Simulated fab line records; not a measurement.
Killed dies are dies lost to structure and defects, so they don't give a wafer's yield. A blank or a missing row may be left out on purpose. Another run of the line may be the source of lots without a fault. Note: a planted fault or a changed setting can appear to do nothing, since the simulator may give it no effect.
Matching of chambers	flow sky130	SKY_CONTACT_CMP_27 on cmp-01 has 4 sister chambers
The step polishes, stops on SiO2, t overpolish 15 s, target thk 0 nm. 4 wafers are shown with their chamber, then 9 later ones without.

== WAFERS, EACH WITH ITS CHAMBER ==
wafer	chamber	overpolish-run-s (s)
L085.4	2	14.996
L087.2	3	15.010
L087.3	0	14.995
L087.6	1	15.005

== WAFERS WITHOUT THEIR CHAMBER ==
wafer	overpolish-run-s (s)
L086.2	15.005
L086.3	15.000
L086.6	15.021
L091.3	14.998
L091.5	15.006
L091.6	15.011
L093.1	14.981
L093.2	14.998
L093.4	14.997

== WHICH CHAMBER EACH WENT THROUGH ==
wafer	from the rows above	in truth
L086.2	can't be placed: 1 or 3 or 2 or 0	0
L086.3	can't be placed: 2 or 0 or 1 or 3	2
L086.6	can't be placed: 3 or 1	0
L091.3	can't be placed: 2 or 0 or 1 or 3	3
L091.5	can't be placed: 1 or 3 or 2 or 0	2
L091.6	can't be placed: 3 or 1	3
L093.1	can't be placed: 0 or 2 or 1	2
L093.2	can't be placed: 2 or 0 or 1 or 3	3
L093.4	can't be placed: 2 or 0 or 1 or 3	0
0 of 9 placed correctly. These rows do not allow placing 9 (true chamber among the candidates in 8). Number placed wrongly: 0.
How it was worked out, from the rows above alone: a wafer's distance from a chamber is the root of the sum, over the readings, of the square of ((its reading less the chamber's mean) divided by the reading's scatter). If the next closest chamber is less than 2 further off than the closest, the wafer can't be placed; otherwise it belongs to the closest. A chamber's mean is the mean of its shown wafers. The scatter: with one shown wafer a chamber, the root of the mean of the squares of how far each hidden wafer lies from its nearest shown one.
